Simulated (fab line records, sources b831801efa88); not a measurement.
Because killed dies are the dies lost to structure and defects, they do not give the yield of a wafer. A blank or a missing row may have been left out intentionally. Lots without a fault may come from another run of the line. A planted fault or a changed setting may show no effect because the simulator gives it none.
Matching of chambers || flow gf180mcu || pecvd-03 running GF_PASSIVATION_CVD_00: 3 sister chambers
The step deposits SiO2 from TEOS, target thk 1000 nm, time 111.95 s. 22 wafers are shown with their chamber, then 11 later ones without.

== EACH WAFER AND ITS CHAMBER ==
{"wafer": "L077.1", "chamber": 0, "heater power w (W)": 654}
{"wafer": "L077.2", "chamber": 1, "heater power w (W)": 556}
{"wafer": "L077.4", "chamber": 1, "heater power w (W)": 612}
{"wafer": "L076.1", "chamber": 1, "heater power w (W)": 674}
{"wafer": "L076.3", "chamber": 0, "heater power w (W)": 648}
{"wafer": "L076.5", "chamber": 2, "heater power w (W)": 510}
{"wafer": "L082.1", "chamber": 1, "heater power w (W)": 656}
{"wafer": "L082.2", "chamber": 2, "heater power w (W)": 528}
{"wafer": "L082.5", "chamber": 1, "heater power w (W)": 718}
{"wafer": "L084.1", "chamber": 1, "heater power w (W)": 609}
{"wafer": "L084.3", "chamber": 2, "heater power w (W)": 444}
{"wafer": "L084.5", "chamber": 0, "heater power w (W)": 516}
{"wafer": "L085.1", "chamber": 2, "heater power w (W)": 504}
{"wafer": "L085.3", "chamber": 1, "heater power w (W)": 643}
{"wafer": "L085.5", "chamber": 1, "heater power w (W)": 677}
{"wafer": "L086.1", "chamber": 1, "heater power w (W)": 651}
{"wafer": "L086.3", "chamber": 0, "heater power w (W)": 654}
{"wafer": "L086.4", "chamber": 2, "heater power w (W)": 488}
{"wafer": "L089.2", "chamber": 2, "heater power w (W)": 464}
{"wafer": "L089.3", "chamber": 0, "heater power w (W)": 532}
{"wafer": "L089.4", "chamber": 2, "heater power w (W)": 498}
{"wafer": "L091.3", "chamber": 2, "heater power w (W)": 483}

SIGNATURES (means of the wafers above)
{"reading": "heater power w", "chamber 0": 600.80, "chamber 1": 644.00, "chamber 2": 489.88, "scatter within a chamber": 47.2}
Rule: for a wafer and a chamber, the distance is found by dividing, reading by reading, the gap between the wafer's reading and the chamber's mean by the reading's scatter, squaring, summing and taking the root. If the next closest chamber is less than 2 further off than the closest, the wafer can't be placed; otherwise it belongs to the closest. How the scatter is found: for the shown wafers, subtract from each reading the mean of its chamber, square and add these, divide the total by (wafers less chambers), then take the root.

== WAFERS WITHOUT THEIR CHAMBER ==
{"wafer": "L091.5", "heater power w (W)": 645}
{"wafer": "L091.6", "heater power w (W)": 507}
{"wafer": "L092.1", "heater power w (W)": 635}
{"wafer": "L092.3", "heater power w (W)": 589}
{"wafer": "L092.4", "heater power w (W)": 414}
{"wafer": "L093.2", "heater power w (W)": 637}
{"wafer": "L093.3", "heater power w (W)": 502}
{"wafer": "L093.4", "heater power w (W)": 411}
{"wafer": "L095.2", "heater power w (W)": 442}
{"wafer": "L095.3", "heater power w (W)": 661}
{"wafer": "L095.6", "heater power w (W)": 475}

== THE CHAMBER EACH PASSED THROUGH ==
{"wafer": "L091.5", "from the rows above": "can't be placed: 1 or 0", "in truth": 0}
{"wafer": "L091.6", "from the rows above": "can't be placed: 2 or 0", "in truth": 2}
{"wafer": "L092.1", "from the rows above": "can't be placed: 1 or 0", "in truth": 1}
{"wafer": "L092.3", "from the rows above": "can't be placed: 0 or 1 or 2", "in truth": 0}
{"wafer": "L092.4", "from the rows above": 2, "in truth": 2}
{"wafer": "L093.2", "from the rows above": "can't be placed: 1 or 0", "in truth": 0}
{"wafer": "L093.3", "from the rows above": "can't be placed: 2 or 0", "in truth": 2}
{"wafer": "L093.4", "from the rows above": 2, "in truth": 2}
{"wafer": "L095.2", "from the rows above": 2, "in truth": 2}
{"wafer": "L095.3", "from the rows above": "can't be placed: 1 or 0", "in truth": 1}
{"wafer": "L095.6", "from the rows above": 2, "in truth": 2}
Correct placement for 4 of the 11. Cannot be placed on the basis of these rows: 7; the candidates contain the true chamber in 7. Placed wrongly: 0.
